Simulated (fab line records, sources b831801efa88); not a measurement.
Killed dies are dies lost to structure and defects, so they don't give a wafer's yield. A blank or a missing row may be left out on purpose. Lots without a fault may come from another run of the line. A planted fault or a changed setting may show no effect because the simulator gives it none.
A struck lot beside a sound one | flow sky130 | 17 steps out of a route of 708
Sound: wafers L944.1, L944.5, L944.6. Struck: wafer L948.2. (L948.4, L948.6 of the same lot were not struck and are left out.) The cause comes at the end.
At each step with rows: each side's tool, then ch and its chambers, then its first start. Under that, the readings that differ: sound wafers | struck wafers | difference of the means | sigmas: that difference in standard deviations of wafers without a fault.
alike: readings whose means differ by less than 2 such deviations, and words and numbers that are the same on both sides. not compared: withheld readings, readings that some wafer has no value for, bounds like >300 that may hide the same value, and numbers for which the record gives no deviation and whose values overlap.
The two part at a step that has a row with sigmas, a row that says differs or no value, or rows on one side only. Numbers that don't overlap but have no deviation are shown without sigmas and don't part them. A reading that every wafer of one side lacks parts them only if that side has two wafers or more.

SKY_VT_ADJUST_LVTN_OVL_MEAS_07:
  sound on overlay-01, day 7 02:47; struck on overlay-01, day 8 02:49
  alike: VT_ADJUST_LVTN_OVL
then, 1 step without rows for these wafers: SKY_VT_ADJUST_LVTN_IMPLANT_08.
SKY_VT_ADJUST_LVTN_STRIP_09: strips in O2/N2.
  sound on plasma_asher-01 ch 0,1, day 7 02:58; struck on plasma_asher-04 ch 1, day 8 02:59
  reading                      | sound             | struck | difference | sigmas
  strip_time_to_endpoint_s (s) | 37.07 36.97 37.00 | 36.80  | -0.21      | -2
  alike: drypump_motor_current_A, oes_product_au
  not compared: rf_hours_counter_h
SKY_VT_ADJUST_LVTN_TW_MEAS_10:
  sound on film_metro-02, day 7 03:04; struck on film_metro-02, day 8 03:06
  alike: VT_ADJUST_LVTN_TW
then, 7 steps without rows for these wafers: SKY_VT_ADJUST_LVTN_DEHYDRATE_11 (time 60 s); SKY_VT_ADJUST_LVTN_HMDS_12 (prime time 60 s); SKY_VT_ADJUST_LVTN_COAT_13 (resist thk 1140 nm); SKY_VT_ADJUST_LVTN_SOFTBAKE_14 (time 60 s); SKY_VT_ADJUST_LVTN_EXPOSE_15 (exposes mask HVN STD DERIVED, target cd 600 nm); SKY_VT_ADJUST_LVTN_PEB_16; SKY_VT_ADJUST_LVTN_DEVELOP_17 (develop time 60 s).
SKY_VT_ADJUST_LVTN_OVL_MEAS_18:
  sound on overlay-01, day 7 22:52; struck on overlay-02, day 8 23:59
  alike: VT_ADJUST_LVTN_01_OVL
SKY_VT_ADJUST_LVTN_IMPLANT_19:
  sound on implanter-04 ch 0, day 7 22:53; struck on implanter-02 ch 0, day 9 00:03
  reading            | sound             | struck | difference | sigmas
  beam_on_s (s)      | 10.26 10.14 10.20 | 13.19  | +2.99      | +15
  faraday_current_uA | 3.59 3.62 3.59    | 2.77   | -0.83      | -11
SKY_VT_ADJUST_LVTN_STRIP_20: strips in O2/N2.
  sound on plasma_asher-02 ch 0,1, day 7 23:02; struck on plasma_asher-02 ch 0, day 9 00:10
  reading                      | sound             | struck | difference | sigmas
  strip_time_to_endpoint_s (s) | 14.26 14.25 14.25 | 14.17  | -0.08      | -2
  alike: drypump_motor_current_A, oes_product_au
  not compared: rf_hours_counter_h
SKY_VT_ADJUST_LVTN_TW_MEAS_21:
  sound on film_metro-03, day 7 23:08; struck on film_metro-01, day 9 00:17
  reading             | sound             | struck | difference | sigmas
  VT_ADJUST_LVTN_2_TW | 189.7 190.2 189.4 | 200.4  | +10.6      | +6
then, 1 step without rows for these wafers: SKY_VT_ADJUST_NCORE_DEHYDRATE_00 (time 60 s).
-- the record jumps here: 38 days lie between the struck wafers' starts before and after (it left off in module VT_ADJUST_NCORE and takes up again in module PAD_OPEN, whose first step shown is number 708 of the route) --
SKY_PAD_OPEN_PROBE_99:
  sound on prober-02, day 45 22:56; struck on prober-02, day 46 22:29
  reading                                    | sound                | struck | difference | sigmas
  model.etest.res_pwell_under_gate.rs_ohm_sq | 2263 2270 2260       | 2257   | -7         |
  model.etest.nfet_g5v0d10v5.body_rise_v (V) | 0.681 0.6793 0.6833  | 0.6977 | +0.0165    |
  model.etest.nfet_16v.body_rise_v (V)       | 0.6752 0.6763 0.6765 | 0.6926 | +0.0166    |
  model.etest.nfet_g5v0d10v5.vt_sat_v (V)    | 0.769 0.7827 0.7689  | 0.7952 | +0.0217    |
  model.etest.nfet_g5v0d10v5.vt_v (V)        | 0.8264 0.8366 0.8241 | 0.8497 | +0.0207    |
  alike: killed_at_M0_to_M3, killed_at_M4_up, killed_at_contacts, killed_at_front_end, killed_at_other, killed_dies, killed_open, killed_short

WHERE THEY PART
First at SKY_VT_ADJUST_LVTN_STRIP_09; last, within this record, at SKY_VT_ADJUST_LVTN_TW_MEAS_21. Later steps at which nothing parts them and some readings are alike: SKY_PAD_OPEN_PROBE_99.

WHY: what the simulator had put in
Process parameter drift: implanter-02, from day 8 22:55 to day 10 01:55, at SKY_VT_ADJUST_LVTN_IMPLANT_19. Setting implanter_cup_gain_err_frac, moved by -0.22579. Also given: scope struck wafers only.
